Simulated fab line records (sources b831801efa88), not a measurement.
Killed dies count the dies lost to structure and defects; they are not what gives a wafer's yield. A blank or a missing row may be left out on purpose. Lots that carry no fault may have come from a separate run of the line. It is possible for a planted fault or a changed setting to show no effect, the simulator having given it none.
What tool caused it? + flow gf180mcu + 7 lots (20 wafers sampled), 1 step of a 602-step route

== WHAT THE GAUGES SHOWED, per wafer ==
GF_NSD_TW_MEAS_12.
| lot  | measured     | on            | NSD_TW         |
|------|--------------|---------------|----------------|
| L476 | day 13 18:17 | film-metro-04 | 4280 4260 4269 |
| L478 | day 14 13:52 | film-metro-02 | 4215 4245 4254 |
| L482 | day 16 03:28 | film-metro-04 | 4316 4293 4292 |
| L483 | day 16 23:17 | film-metro-02 | 4289 4271 4259 |
| L486 | day 17 12:55 | film-metro-02 | 4244 4240      |
| L494 | day 19 23:30 | film-metro-02 | 4299 4281 4248 |
| L498 | day 21 19:52 | film-metro-04 | 4286 4305 4310 |

== EACH LOT AND THE TOOL THAT RAN IT (in order: tool; ch and the chambers of the sampled wafers; start) ==
The record shows no process step preceding these readings.

== THE ANSWER, worked out from the rows above alone ==
Rule: the usual values come from the lots themselves. Put in order of their means at a reading, lots are off if they are a third of the lots or fewer, leave a main group of 4 or more, and stand apart from it by a gap of 3 or more times the standard deviation of the main group's means; of several such gaps the widest counts. Not used: any main group whose means are identical at the precision the tables above print for the reading. A lot without any number at a reading at which 4 lots or more have one is off too. Any other lot the step has rows for is counted as sound.
Across all readings shown, no lot is off: no conclusion can be drawn from this.

== WHAT THE SIMULATOR HAD PUT IN ==
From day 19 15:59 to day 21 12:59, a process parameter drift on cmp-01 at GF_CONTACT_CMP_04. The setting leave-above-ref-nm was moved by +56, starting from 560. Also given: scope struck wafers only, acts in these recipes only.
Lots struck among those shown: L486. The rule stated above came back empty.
